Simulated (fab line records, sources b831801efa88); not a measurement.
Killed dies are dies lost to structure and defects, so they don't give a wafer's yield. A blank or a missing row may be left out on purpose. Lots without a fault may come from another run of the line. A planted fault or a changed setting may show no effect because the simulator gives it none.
Which tool did it? | flow gf180mcu | 24 lots, 72 wafers sampled, at 6 steps of a route of 602

WHAT THE GAUGES READ, wafer by wafer
GF_TOP_METAL_CD_MEAS_14: target cd 440 nm.
lot  | measured     | on        | cd_nm (nm)
L074 | day 28 02:20 | cd_sem-01 | 440.0 441.2 441.0
L075 | day 28 04:35 | cd_sem-01 | 441.5 440.3 440.3
L076 | day 28 22:24 | cd_sem-02 | 443.1 440.0 439.7
L077 | day 29 00:15 | cd_sem-02 | 441.0 439.3 438.6
L078 | day 29 09:35 | cd_sem-02 | 436.9 436.1 435.6
L079 | day 29 12:09 | cd_sem-02 | 441.3 440.7 440.6
L080 | day 29 23:30 | cd_sem-02 | 444.4 442.1 442.3
L081 | day 30 10:49 | cd_sem-02 | 439.5 439.9 439.9
L082 | day 30 13:55 | cd_sem-01 | 437.5 436.7 437.0
L083 | day 30 16:53 | cd_sem-02 | 441.0 444.0 444.3
L084 | day 31 07:37 | cd_sem-02 | 441.5 439.1 439.3
L085 | day 31 11:39 | cd_sem-02 | 442.6 443.9 442.5
L086 | day 31 18:45 | cd_sem-02 | 440.0 438.5 439.6
L087 | day 32 00:19 | cd_sem-02 | 441.2 440.9 441.1
L088 | day 32 09:56 | cd_sem-02 | 442.0 442.4 441.3
L089 | day 32 16:44 | cd_sem-01 | 437.9 438.7 438.3
L090 | day 32 20:46 | cd_sem-02 | 440.0 437.8 439.5
L091 | day 33 00:32 | cd_sem-01 | 439.3 439.6 440.1
L092 | day 33 09:25 | cd_sem-01 | 438.7 437.1 436.4
L093 | day 33 11:36 | cd_sem-01 | 440.7 439.7 440.9
L094 | day 33 17:49 | cd_sem-01 | 439.7 440.1 438.8
L095 | day 33 20:25 | cd_sem-02 | 439.4 439.8 438.3
L096 | day 34 02:58 | cd_sem-02 | 438.0 437.3 437.8
L097 | day 34 09:41 | cd_sem-01 | 439.2 437.4 440.4

WHICH TOOL RAN EACH LOT (tool, then ch and the chambers of the sampled wafers, then the start)
lot  | GF_V4_CMP_26                  | GF_MIM_SPUTTER_01            | GF_M5_ETCH_09                      | GF_V5_CMP_04                  | GF_V5_SPUTTER_21
L074 | cmp-02 ch 2,3, day 24 09:59   | pvd_sputter-02, day 24 10:23 | rie_diel-04 ch 0,1,2, day 26 06:17 | cmp-01 ch 0,1,2, day 26 07:17 | pvd_sputter-02, day 27 05:08
L075 | cmp-01 ch 1,3, day 24 12:14   | pvd_sputter-02, day 24 12:38 | rie_diel-01 ch 1,2,3, day 26 08:16 | cmp-02 ch 0,2,3, day 26 09:21 | pvd_sputter-02, day 27 07:31
L076 | cmp-01 ch 0,2,3, day 25 08:05 | pvd_sputter-03, day 25 08:29 | rie_diel-01 ch 1,2,3, day 27 03:14 | cmp-01 ch 0,2,3, day 27 04:31 | pvd_sputter-04, day 28 01:08
L077 | cmp-01 ch 0,1,3, day 25 10:58 | pvd_sputter-02, day 25 11:19 | rie_diel-04 ch 0,2,3, day 27 05:56 | cmp-01 ch 0,1,3, day 27 06:56 | pvd_sputter-02, day 28 04:23
L078 | cmp-01 ch 1,2,3, day 25 23:12 | pvd_sputter-03, day 25 23:33 | rie_diel-03 ch 0,1,3, day 27 16:05 | cmp-02 ch 0,2,3, day 27 17:07 | pvd_sputter-04, day 28 13:56
L079 | cmp-01 ch 1,3, day 26 01:08   | pvd_sputter-01, day 26 01:32 | rie_diel-01 ch 1,3, day 27 18:42   | cmp-01 ch 1,2, day 27 19:41   | pvd_sputter-04, day 28 16:37
L080 | cmp-01 ch 0,1,3, day 26 12:35 | pvd_sputter-03, day 26 12:59 | rie_diel-03 ch 0,1,3, day 28 06:04 | cmp-01 ch 1,2,3, day 28 07:02 | pvd_sputter-04, day 29 03:49
L081 | cmp-01 ch 0,3, day 27 01:05   | pvd_sputter-01, day 27 01:29 | rie_diel-01 ch 1,2, day 28 18:42   | cmp-02 ch 0,3, day 28 19:43   | pvd_sputter-04, day 29 15:23
L082 | cmp-01 ch 0,1,2, day 27 04:16 | pvd_sputter-01, day 27 04:34 | rie_diel-01 ch 0,1,2, day 28 20:56 | cmp-01 ch 1,2, day 28 21:56   | pvd_sputter-01, day 29 18:23
L083 | cmp-02 ch 0,3, day 27 08:28   | pvd_sputter-01, day 27 08:52 | rie_diel-01 ch 0,3, day 29 00:19   | cmp-02 ch 0,1, day 29 01:19   | pvd_sputter-04, day 29 21:42
L084 | cmp-01 ch 0,1,2, day 28 00:16 | pvd_sputter-02, day 28 00:31 | rie_diel-01 ch 2,3, day 29 16:16   | cmp-01 ch 0,1,3, day 29 17:45 | pvd_sputter-04, day 30 13:41
L085 | cmp-01 ch 0,2, day 28 04:38   | pvd_sputter-02, day 28 05:02 | rie_diel-03 ch 0,1,2, day 29 20:08 | cmp-02 ch 1,3, day 29 21:10   | pvd_sputter-01, day 30 17:14
L086 | cmp-02 ch 1,2,3, day 28 15:01 | pvd_sputter-01, day 28 15:22 | rie_diel-03 ch 0,2,3, day 30 04:58 | cmp-01 ch 1,2,3, day 30 05:58 | pvd_sputter-04, day 31 00:34
L087 | cmp-02 ch 0,1,2, day 28 20:19 | pvd_sputter-03, day 28 20:34 | rie_diel-03 ch 2,3, day 30 10:50   | cmp-02 ch 0,1,3, day 30 11:57 | pvd_sputter-04, day 31 06:48
L088 | cmp-01 ch 0,1,3, day 29 06:13 | pvd_sputter-03, day 29 06:31 | rie_diel-04 ch 0,1,3, day 30 20:03 | cmp-02 ch 0,1,3, day 30 21:04 | pvd_sputter-04, day 31 15:31
L089 | cmp-02 ch 0,2,3, day 29 14:07 | pvd_sputter-01, day 29 14:22 | rie_diel-01 ch 0,1, day 31 03:13   | cmp-01 ch 0,1,3, day 31 04:26 | pvd_sputter-01, day 31 23:08
L090 | cmp-01 ch 2,3, day 29 20:01   | pvd_sputter-02, day 29 20:22 | rie_diel-01 ch 2,3, day 31 08:47   | cmp-01 ch 0,1, day 31 09:47   | pvd_sputter-01, day 32 03:48
L091 | cmp-01 ch 0,1,3, day 29 23:05 | pvd_sputter-01, day 29 23:26 | rie_diel-04 ch 0,1,2, day 31 11:55 | cmp-02 ch 1,3, day 31 12:52   | pvd_sputter-04, day 32 07:25
L092 | cmp-02 ch 2,3, day 30 09:37   | pvd_sputter-03, day 30 10:01 | rie_diel-03 ch 0,2,3, day 31 21:57 | cmp-02 ch 1,3, day 31 23:05   | pvd_sputter-04, day 32 16:51
L093 | cmp-01 ch 0,1,2, day 30 13:15 | pvd_sputter-01, day 30 13:39 | rie_diel-01 ch 0,1,3, day 32 00:47 | cmp-01 ch 0,1,2, day 32 01:46 | pvd_sputter-02, day 32 19:12
L094 | cmp-01 ch 0,1,2, day 30 17:58 | pvd_sputter-01, day 30 18:19 | rie_diel-01 ch 0,1,2, day 32 06:23 | cmp-01 ch 1,2,3, day 32 07:20 | pvd_sputter-04, day 33 01:02
L095 | cmp-02 ch 0,1,2, day 30 22:16 | pvd_sputter-02, day 30 22:34 | rie_diel-03 ch 0,2,3, day 32 09:43 | cmp-01 ch 1,2,3, day 32 10:44 | pvd_sputter-04, day 33 03:49
L096 | cmp-02 ch 0,1,3, day 31 05:43 | pvd_sputter-02, day 31 06:07 | rie_diel-04 ch 1,2,3, day 32 16:36 | cmp-02 ch 0,1,3, day 32 17:37 | pvd_sputter-01, day 33 10:55
L097 | cmp-01 ch 1,2,3, day 31 13:22 | pvd_sputter-02, day 31 13:37 | rie_diel-04 ch 0,1, day 32 23:45   | cmp-01 ch 0,1, day 33 00:46   | pvd_sputter-02, day 33 17:28
- GF_V4_CMP_26: polishes, stops on SiO2, t overpolish 15 s, target thk 0 nm.
- GF_MIM_SPUTTER_01: material TiN, target thk 30 nm, time 25 s.
- GF_M5_ETCH_09: etches Si3N4 in CF4/O2, target depth 52 nm, time 11.6 s.
- GF_V5_CMP_04: polishes SiO2.
- GF_V5_SPUTTER_21: material Ti, target thk 15 nm, time 80.02 s.

WHAT THE TOOLS THEMSELVES READ (means of the sampled wafers that have a number; where no wafer has one, the mark that the record gives instead)
GF_V4_CMP_26.
lot  | tool   | edge_zone_pressure_frac | head_pressure_psi (psi) | motor_current_A (A) | overpolish_run_s (s) | time_to_endpoint_s (s)
L074 | cmp-02 | 0.998                   | 3.506                   | 10.6                | 14.993               | 89
L075 | cmp-01 | 1.002                   | 3.503                   | 11.8                | 15.003               | 78
L076 | cmp-01 | 1.002                   | 3.498                   | 11.1                | 15.010               | 84
L077 | cmp-01 | 1.003                   | 3.498                   | 11.8                | 15.004               | 82
L078 | cmp-01 | 0.996                   | 3.499                   | 11.2                | 14.993               | 79
L079 | cmp-01 | 1.001                   | 3.498                   | 10.5                | 15.003               | 81
L080 | cmp-01 | 1.002                   | 3.503                   | 11.2                | 14.997               | 84
L081 | cmp-01 | 1.000                   | 3.500                   | 11.2                | 14.996               | 86
L082 | cmp-01 | 1.001                   | 3.496                   | 11.8                | 15.004               | 83
L083 | cmp-02 | 1.000                   | 3.504                   | 11.0                | 14.995               | 89
L084 | cmp-01 | 0.996                   | 3.491                   | 11.6                | 15.003               | 84
L085 | cmp-01 | 0.998                   | 3.509                   | 11.7                | 14.998               | 88
L086 | cmp-02 | 1.003                   | 3.496                   | 9.7                 | 15.004               | 88
L087 | cmp-02 | 0.997                   | 3.491                   | 10.8                | 15.001               | 87
L088 | cmp-01 | 1.002                   | 3.493                   | 11.1                | 15.003               | 85
L089 | cmp-02 | 0.995                   | 3.498                   | 11.3                | 14.996               | 85
L090 | cmp-01 | 0.998                   | 3.497                   | 10.2                | 14.993               | 86
L091 | cmp-01 | 0.999                   | 3.497                   | 11.1                | 15.002               | 84
L092 | cmp-02 | 0.999                   | 3.497                   | 10.1                | 14.998               | 86
L093 | cmp-01 | 0.996                   | 3.502                   | 12.0                | 14.995               | 86
L094 | cmp-01 | 1.000                   | 3.502                   | 11.9                | 14.997               | 88
L095 | cmp-02 | 0.999                   | 3.504                   | 10.9                | 15.000               | 87
L096 | cmp-02 | 0.997                   | 3.498                   | 10.3                | 14.994               | 86
L097 | cmp-01 | 0.998                   | 3.506                   | 11.4                | 14.999               | 87

GF_MIM_SPUTTER_01.
lot  | tool           | throttle_valve_pct (%)
L074 | pvd_sputter-02 | 30.3
L075 | pvd_sputter-02 | 30.6
L076 | pvd_sputter-03 | 29.8
L077 | pvd_sputter-02 | 30.6
L078 | pvd_sputter-03 | 30.4
L079 | pvd_sputter-01 | 29.7
L080 | pvd_sputter-03 | 30.6
L081 | pvd_sputter-01 | 30.3
L082 | pvd_sputter-01 | 29.9
L083 | pvd_sputter-01 | 30.6
L084 | pvd_sputter-02 | 30.1
L085 | pvd_sputter-02 | 30.2
L086 | pvd_sputter-01 | 30.7
L087 | pvd_sputter-03 | 29.8
L088 | pvd_sputter-03 | 29.4
L089 | pvd_sputter-01 | 30.6
L090 | pvd_sputter-02 | 30.0
L091 | pvd_sputter-01 | 30.4
L092 | pvd_sputter-03 | 30.1
L093 | pvd_sputter-01 | 30.1
L094 | pvd_sputter-01 | 30.6
L095 | pvd_sputter-02 | 30.6
L096 | pvd_sputter-02 | 30.5
L097 | pvd_sputter-02 | 29.8

GF_M5_ETCH_09.
lot  | tool        | drypump_motor_current_A (A) | oes_product_au (a.u.) | throttle_valve_pct (%)
L074 | rie_diel-04 | 5.8                         | 1.000                 | 5.963
L075 | rie_diel-01 | 6.3                         | 0.998                 | 5.981
L076 | rie_diel-01 | 6.3                         | 0.986                 | 5.968
L077 | rie_diel-04 | 5.8                         | 1.004                 | 5.975
L078 | rie_diel-03 | 5.9                         | 0.985                 | 5.963
L079 | rie_diel-01 | 6.5                         | 0.998                 | 5.966
L080 | rie_diel-03 | 5.9                         | 0.986                 | 5.972
L081 | rie_diel-01 | 6.0                         | 1.003                 | 5.966
L082 | rie_diel-01 | 6.0                         | 0.997                 | 5.972
L083 | rie_diel-01 | 5.9                         | 1.008                 | 5.983
L084 | rie_diel-01 | 6.2                         | 1.004                 | 5.964
L085 | rie_diel-03 | 5.8                         | 0.993                 | 5.968
L086 | rie_diel-03 | 5.7                         | 0.990                 | 5.964
L087 | rie_diel-03 | 5.9                         | 1.000                 | 5.969
L088 | rie_diel-04 | 5.5                         | 1.007                 | 5.981
L089 | rie_diel-01 | 6.2                         | 0.995                 | 5.970
L090 | rie_diel-01 | 6.0                         | 1.001                 | 5.976
L091 | rie_diel-04 | 5.9                         | 1.000                 | 5.970
L092 | rie_diel-03 | 5.7                         | 0.997                 | 5.980
L093 | rie_diel-01 | 6.2                         | 1.002                 | 5.969
L094 | rie_diel-01 | 6.0                         | 1.000                 | 5.968
L095 | rie_diel-03 | 5.7                         | 0.991                 | 5.961
L096 | rie_diel-04 | 5.5                         | 1.013                 | 5.970
L097 | rie_diel-04 | 5.9                         | 1.005                 | 5.972

GF_V5_CMP_04.
lot  | tool   | edge_zone_pressure_frac | head_pressure_psi (psi) | motor_current_A (A)
L074 | cmp-01 | 1.001                   | 3.999                   | 13.1
L075 | cmp-02 | 0.996                   | 3.997                   | 12.4
L076 | cmp-01 | 0.998                   | 3.998                   | 11.6
L077 | cmp-01 | 1.002                   | 3.998                   | 12.8
L078 | cmp-02 | 1.004                   | 4.006                   | 12.5
L079 | cmp-01 | 0.995                   | 4.016                   | 12.5
L080 | cmp-01 | 1.003                   | 3.993                   | 12.2
L081 | cmp-02 | 1.002                   | 3.999                   | 11.6
L082 | cmp-01 | 0.998                   | 3.996                   | 13.2
L083 | cmp-02 | 0.997                   | 4.004                   | 10.9
L084 | cmp-01 | 1.000                   | 4.001                   | 12.2
L085 | cmp-02 | 1.005                   | 4.011                   | 10.1
L086 | cmp-01 | 1.004                   | 3.992                   | 12.2
L087 | cmp-02 | 1.004                   | 4.012                   | 11.3
L088 | cmp-02 | 1.004                   | 4.001                   | 11.8
L089 | cmp-01 | 0.999                   | 4.005                   | 12.3
L090 | cmp-01 | 0.999                   | 4.002                   | 13.5
L091 | cmp-02 | 1.002                   | 4.005                   | 9.9
L092 | cmp-02 | 1.000                   | 3.999                   | 10.4
L093 | cmp-01 | 1.000                   | 4.011                   | 13.0
L094 | cmp-01 | 1.004                   | 4.003                   | 12.2
L095 | cmp-01 | 1.004                   | 4.001                   | 12.4
L096 | cmp-02 | 1.000                   | 3.993                   | 11.6
L097 | cmp-01 | 1.004                   | 3.999                   | 13.2

GF_V5_SPUTTER_21.
lot  | tool           | throttle_valve_pct (%)
L074 | pvd_sputter-02 | 30.4
L075 | pvd_sputter-02 | 30.3
L076 | pvd_sputter-04 | 30.1
L077 | pvd_sputter-02 | 30.3
L078 | pvd_sputter-04 | 30.7
L079 | pvd_sputter-04 | 30.6
L080 | pvd_sputter-04 | 30.3
L081 | pvd_sputter-04 | 30.1
L082 | pvd_sputter-01 | 30.4
L083 | pvd_sputter-04 | 30.6
L084 | pvd_sputter-04 | 30.0
L085 | pvd_sputter-01 | 30.2
L086 | pvd_sputter-04 | 30.3
L087 | pvd_sputter-04 | 30.6
L088 | pvd_sputter-04 | 30.1
L089 | pvd_sputter-01 | 29.9
L090 | pvd_sputter-01 | 29.9
L091 | pvd_sputter-04 | 30.2
L092 | pvd_sputter-04 | 30.6
L093 | pvd_sputter-02 | 30.4
L094 | pvd_sputter-04 | 30.4
L095 | pvd_sputter-04 | 30.2
L096 | pvd_sputter-01 | 30.4
L097 | pvd_sputter-02 | 30.6

THE ANSWER, worked out from the rows above alone
Rule: what is usual is taken from the lots themselves. Put in order of their means at a reading, lots are off if they are a third of the lots or fewer, leave a main group of 4 or more, and stand apart from it by a gap of 3 or more times the standard deviation of the main group's means; of several such gaps the widest counts. A main group whose means are all the same, to the digits that the tables above print for the reading, isn't used. A lot without any number at a reading at which 4 lots or more have one is off too. The other lots that the step has rows for count as sound. The gauges are gone through in route order, then the tools' own readings, and for those a lot's mean is taken as printed above. The first step at which some lot is off is used, and at that step the reading that is off furthest; a lot without a number counts as furthest.
No lot is off at any reading shown: from this, nothing can be told.

WHAT THE SIMULATOR HAD PUT IN
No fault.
